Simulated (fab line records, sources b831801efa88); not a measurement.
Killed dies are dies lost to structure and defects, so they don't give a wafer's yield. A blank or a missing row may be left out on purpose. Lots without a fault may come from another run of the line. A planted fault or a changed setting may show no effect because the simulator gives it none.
fab line records | flow sfq_line
record lots=6 wafers=18 last_day=80
route steps=325 shown M6@265 I6@266
lots that met no fault: from a run of the same line without faults
start_h: hours from the record's first day to the start of the lot's first wafer shown | wait_h: hours since the lot's step before | " the same as in the row above | L1.1+2: a row that stands for several wafers | - no value, or no start given | * or withheld: withheld | < > ~ a bound
route shown NAME@n: a module of which the file shows steps, and the number in the route of the first | usual: mean/standard deviation of fault-free wafers | same: alike in all rows | chamber/n: place in a boat | sites: the reading at each site | _std_site: their standard deviation | _edge_site: outer sites' mean less inner sites' | radius_mm: how far each site lies from the wafer's centre | mask NAME#n: copy n | behind: the tool/chamber that last shaped the wafer | hold: why the lot was held/for how many hours/how that ended | device: the transistor (n, p or np) that didn't switch | end of line: the same wafers' tests at the end of the route | a step without rows: its recipe alone | killed: dies lost to structure and defects at the first sort, not the wafer's yield | map: a wafer's dies, x killed, . not, _ none there
set.NAME: the setting as run; set.NAME@STEP: as run at that earlier step | model.NAME: the simulator's own value behind a step, which no gauge read
lots at some steps of the route; a table a step, a row a wafer
services: from which hour (start_h, from the record's first day; less than 0 if before it) a tool's chamber was out of use, for how many hours, and why
## steps
# step SFQ_TRILAYER_M6_STRIP_SOLV_CLEAN_164
# recipe chemistry=NMP temp_c=70 time_s=600
# step SFQ_TRILAYER_I6_DEP_PECVD_165
# recipe material=SiO2 temp_c=150 time_s=111.11 pressure_torr=2.4 rf_w=183.3 precursor=SiH4/N2O target_thk_nm=500
# usual heater_power_w=84/8.3 throttle_valve_pct=24.5/1.2
# columns lot.wafer tool chamber start_h wait_h heater_power_w throttle_valve_pct
L434.1 pecvd-01 2 1363.72 0.0 81 26.9
L434.3 " 0 " " 70 25.4
L434.5 " 0 " " 75 24.8
L439.1 pecvd-03 1 1374.50 0.0 75 23.3
L439.2 " 2 " " 88 23.4
L439.3 " 0 " " 81 25.0
L440.1 pecvd-03 0 1379.32 0.0 93 25.0
L440.2 " 2 " " 91 23.6
L440.6 " 0 " " 76 25.1
L441.2 pecvd-01 0 1382.90 0.0 71 25.4
L441.4 " 1 " " 87 25.2
L441.5 " 0 " " 74 25.1
L448.3 pecvd-01 0 1554.94 0.0 74 25.0
L448.4 " 1 " " 87 25.2
L448.5 " 2 " " 86 27.1
L454.1 pecvd-01 1 1733.19 0.0 97 22.5
L454.3 " 0 " " 86 23.6
L454.6 " 0 " " 92 23.5
# step SFQ_TRILAYER_I6_CMP_CMP_166
# recipe material=SiO2 down_force_psi=3 platen_rpm=60 pad_velocity_m_s=0.94248
# usual motor_current_A=10.2/0.93 time_to_endpoint_s=215/7.8
# columns lot.wafer tool chamber start_h wait_h motor_current_A time_to_endpoint_s
L434.1 cmp-02 2 1366.54 2.8 9.1 212
L434.3 " 1 1368.04 4.3 9.4 208
L434.5 " 3 1369.04 5.2 10.2 212
L439.2 cmp-01 3 1388.87 14.3 11.2 211
L439.3 " 0 " " 11.7 213
L439.1 " 1 " " 10.9 211
L440.1 cmp-01 0 1397.87 18.5 11.8 227
L440.2 " 1 " " 10.6 217
L440.6 " 1 1400.37 21.0 10.7 220
L441.2 cmp-02 1 1402.81 19.9 8.8 221
L441.4 " 2 " " 10.1 230
L441.5 " 0 1404.31 21.3 11.4 218
L448.3 cmp-01 3 1559.12 4.1 10.8 206
L448.4 " 1 1560.12 5.1 11.0 211
L448.5 " 3 1561.12 6.1 10.9 219
L454.3 cmp-02 2 1743.58 10.4 10.0 213
L454.1 " 3 " " 10.2 205
L454.6 " 2 1745.58 12.3 9.7 218
# step SFQ_I6_BOW_MEAS_941
# recipe mode=bow
# usual I6_BOW=5/12
# columns lot.wafer tool chamber start_h wait_h I6_BOW[um]
L434.1 film_metro-01 - 1369.54 2.5 -14
L434.3 " - " " -14
L434.5 " - " " -12
L439.1 film_metro-04 - 1391.87 1.5 19
L439.2 " - " " 15
L439.3 " - " " 12
L440.1 film_metro-01 - 1400.87 2.5 10
L440.2 " - " " 6
L440.6 " - " " 12
L441.2 film_metro-03 - 1405.33 2.0 20
L441.4 " - " " 25
L441.5 " - " " 17
L448.3 film_metro-03 - 1561.66 2.0 20
L448.4 " - " " 19
L448.5 " - " " 10
L454.1 film_metro-03 - 1746.08 1.5 21
L454.3 " - " " 12
L454.6 " - " " 21
# step SFQ_TRILAYER_I6_METRO_MEASURE_167
# usual thk_nm=200.1/1.1
# columns lot.wafer tool chamber start_h wait_h thk_nm
L434.1 film_metro-01 - 1369.66 0.1 200.0
L434.3 " - " " 200.9
L434.5 " - " " 198.7
L439.1 film_metro-04 - 1391.99 0.1 200.3
L439.2 " - " " 201.9
L439.3 " - " " 202.0
L440.1 film_metro-01 - 1400.99 0.1 199.6
L440.2 " - " " 199.1
L440.6 " - " " 198.7
L441.2 film_metro-03 - 1405.63 0.3 201.5
L441.4 " - " " 200.4
L441.5 " - " " 200.7
L448.3 film_metro-03 - 1562.14 0.5 199.8
L448.4 " - " " 198.7
L448.5 " - " " 200.3
L454.1 film_metro-03 - 1746.20 0.1 199.0
L454.3 " - " " 199.7
L454.6 " - " " 201.0
# step SFQ_TRILAYER_I6_VIA_LITHO_COAT_174
# recipe resist=BARC spin_rpm=3000 resist_thk_nm=62
# step SFQ_TRILAYER_I6_VIA_LITHO_COAT_169
# recipe resist=KrF spin_rpm=3000 resist_thk_nm=650
# step SFQ_TRILAYER_I6_VIA_LITHO_SOFTBAKE_173
# recipe temp_c=withheld time_s=withheld resist=KrF
# step SFQ_TRILAYER_I6_VIA_LITHO_EXPOSE_170
# recipe mask_id=I6 na=0.6 source_shape=conventional sigma_outer=0.65 target_cd_nm=700 dose_mj=21.3
# step SFQ_TRILAYER_I6_VIA_LITHO_PEB_172
# recipe peb_temp_c=115 peb_time_s=60 resist=KrF
# step SFQ_TRILAYER_I6_VIA_LITHO_DEVELOP_171
# recipe time_s=60 resist=KrF
# step SFQ_I6_OVL_MEAS_942
# usual I6_OVL=2/6.1
# columns lot.wafer tool chamber start_h wait_h I6_OVL[nm]
L434.1 overlay-01 - 1380.89 0.1 10
L434.3 " - " " 9
L434.5 " - " " 14
L439.1 overlay-01 - 1490.50 0.1 0
L439.2 " - " " -2
L439.3 " - " " 1
L440.1 overlay-02 - 1501.30 0.1 -9
L440.2 " - " " 3
L440.6 " - " " -1
L441.2 overlay-01 - 1506.10 0.1 3
L441.4 " - " " 0
L441.5 " - " " -1
L448.3 overlay-02 - 1597.24 0.1 -5
L448.4 " - " " 0
L448.5 " - " " -1
L454.1 overlay-02 - 1755.10 0.1 0
L454.3 " - " " 3
L454.6 " - " " 5
# step SFQ_TRILAYER_I6_VIA_BARC_OPEN_VIA_ETCH_235
# recipe mask_material=PR chemistry=O2 target_depth_nm=125 target=BARC source_w=500 bias_w=80 pressure_mtorr=30 time_s=41.7
# usual drypump_motor_current_A=5.7/0.58 oes_product_au=0.686/0.0044
# columns lot.wafer tool chamber start_h wait_h drypump_motor_current_A oes_product_au rf_hours_counter_h model.KrF_of_TRILAYER_I6_VIA_LITHO_COAT_169.thk_nm
L434.1 rie_diel-04 2 1380.92 0.0 6.1 0.682 14 572.3
L434.3 " 1 " " 5.4 0.678 13 573.3
L434.5 " 3 " " 5.5 0.687 - 570.4
L439.1 rie_diel-01 0 1490.53 0.0 6.6 0.684 18 574.6
L439.2 " 3 " " 4.9 0.687 13 577.6
L439.3 " 1 " " 4.8 0.684 16 574.9
L440.1 rie_diel-01 2 1501.33 0.0 5.1 0.691 0 556.8
L440.2 " 0 " " 6.6 0.693 19 559
L440.6 " 2 " " 5.1 0.686 - 556.3
L441.2 rie_diel-01 3 1506.13 0.0 4.8 0.677 13 556.6
L441.4 " 1 " " 4.8 0.684 17 557.4
L441.5 " 2 " " 5.1 0.690 - 554.4
L448.3 rie_diel-04 3 1597.26 0.0 5.5 0.687 3 576.1
L448.4 " 1 " " 5.4 0.684 17 573.9
L448.5 " 0 " " 6.1 0.684 - 575.1
L454.1 rie_diel-01 1 1755.14 0.0 4.8 0.682 20 573.9
L454.3 " 3 " " 4.9 0.691 17 574.3
L454.6 " 1 " " 4.8 0.684 - 574.5
# step SFQ_TRILAYER_I6_VIA_ETCH_VIA_ETCH_172
# recipe target=SiO2 stop_on=Nb mask_material=PR taper_deg=20 chemistry=CHF3 target_depth_nm=260 source_w=500 bias_w=80 pressure_mtorr=30 time_s=withheld
# usual drypump_motor_current_A=5.7/0.58 oes_product_au=0.855/0.005
# columns lot.wafer tool chamber start_h wait_h drypump_motor_current_A oes_product_au model.KrF_of_TRILAYER_I6_VIA_LITHO_COAT_169.thk_nm
L434.1 rie_diel-04 2 1380.96 0.0 6.1 0.853 528.6
L434.3 " 1 " " 5.4 0.855 529.6
L434.5 " 3 " " 5.6 0.850 525.5
L439.1 rie_diel-01 0 1490.57 0.0 6.6 0.854 529.9
L439.2 " 3 " " 4.9 0.861 533
L439.3 " 1 " " 4.8 0.863 531.3
L440.1 rie_diel-01 2 1501.37 0.0 5.1 0.849 511.9
L440.2 " 0 " " 6.6 0.850 514.5
L440.6 " 2 " " 5.1 0.854 511.4
L441.2 rie_diel-01 3 1506.17 0.0 4.9 0.855 512.5
L441.4 " 1 " " 4.9 0.855 513.8
L441.5 " 2 " " 5.1 0.852 509.1
L448.3 rie_diel-04 3 1597.30 0.0 5.6 0.846 532
L448.4 " 1 " " 5.4 0.849 529.5
L448.5 " 0 " " 6.1 0.863 531.5
L454.1 rie_diel-01 1 1755.18 0.0 4.8 0.851 529.5
L454.3 " 3 " " 4.9 0.853 530.6
L454.6 " 1 " " 4.8 0.857 530.2
# step SFQ_TRILAYER_I6_VIA_STRIP_STRIP_173
# recipe gas=O2 power_w=200 platen_temp_c=40 overash_fraction=0.65 chemistry=O2 pressure_mtorr=50
# usual drypump_motor_current_A=5.81/0.22 oes_product_au=1.006/0.008
# columns lot.wafer tool chamber start_h wait_h drypump_motor_current_A oes_product_au rf_hours_counter_h
L434.1 rie_metal-01 0 1381.07 - 5.74 1.010 62
L434.3 " 0 " " 5.74 1.015 -
L434.5 " 0 " " 5.77 1.013 -
L439.1 rie_metal-01 1 1490.69 - 5.78 1.001 108
L439.2 " 0 " " 5.74 1.018 79
L439.3 " 1 " " 5.77 1.001 -
L440.1 rie_metal-03 0 1501.49 - 5.56 1.003 93
L440.2 " 0 " " 5.56 1.009 -
L440.6 " 0 " " 5.56 1.012 -
L441.2 rie_metal-04 0 1506.29 - 6.33 1.007 139
L441.4 " 1 " " 5.71 1.003 -
L441.5 " 0 " " 6.32 1.014 -
L448.3 rie_metal-01 0 1597.61 - 5.79 1.001 -
L448.4 " 1 " " 5.73 0.988 -
L448.5 " 1 " " 5.73 0.988 -
L454.1 rie_metal-04 0 1755.29 - 6.32 1.012 28
L454.3 " 0 " " 6.33 0.998 -
L454.6 " 0 " " 6.33 1.006 -
## services
# columns tool chamber start_h hours kind
rie_diel-01 - 1345.32 0.5 repair
rie_diel-04 1 1372.68 5.5 repair
pecvd-01 2 1430.76 13.2 repair
rie_diel-01 - 1452.18 4.3 pm
rie_diel-04 0 1459.83 4.0 repair
pecvd-01 0 1465.68 9.4 repair
pecvd-01 2 1474.22 6.3 repair
rie_diel-04 - 1477.23 1.1 repair
pecvd-01 - 1484.95 4.3 pm
rie_diel-01 - 1490.17 0.2 repair
pecvd-01 - 1493.85 6.0 pm
rie_diel-01 1 1508.06 7.3 repair
rie_diel-01 - 1523.76 2.8 pm
rie_diel-01 - 1573.01 1.1 repair
pecvd-01 0 1575.88 27.7 repair
pecvd-01 2 1587.10 12.7 repair
pecvd-01 1 1588.89 13.3 repair
rie_diel-01 1 1604.40 8.1 repair
rie_diel-04 0 1618.07 9.8 repair
rie_diel-01 0 1645.09 4.6 repair
rie_diel-01 2 1680.90 6.3 repair
pecvd-01 - 1686.25 14.0 pm
pecvd-01 - 1708.06 0.9 repair
rie_diel-01 1 1732.37 11.7 repair
## key
first_sign none at tools or gauges
model_effect step=SFQ_TRILAYER_I6_VIA_BARC_OPEN_VIA_ETCH_235 value=KrF_of_TRILAYER_I6_VIA_LITHO_COAT_169.thk_nm without=572.9 struck=556.8
model_effect step=SFQ_TRILAYER_I6_VIA_ETCH_VIA_ETCH_172 value=KrF_of_TRILAYER_I6_VIA_LITHO_COAT_169.thk_nm without=528.3 struck=512.2
met_at SFQ_TRILAYER_I6_VIA_BARC_OPEN_VIA_ETCH_235
struck_wafers L440.1,L440.2,L440.6,L441.2,L441.4,L441.5
onset_between 1490.53 1501.33
fault kind=process_parameter_drift tool=rie_diel-01 chamber=- onset_h=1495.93 steps=SFQ_TRILAYER_I6_VIA_BARC_OPEN_VIA_ETCH_235 channel=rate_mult offset=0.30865 shape=step end_h=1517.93
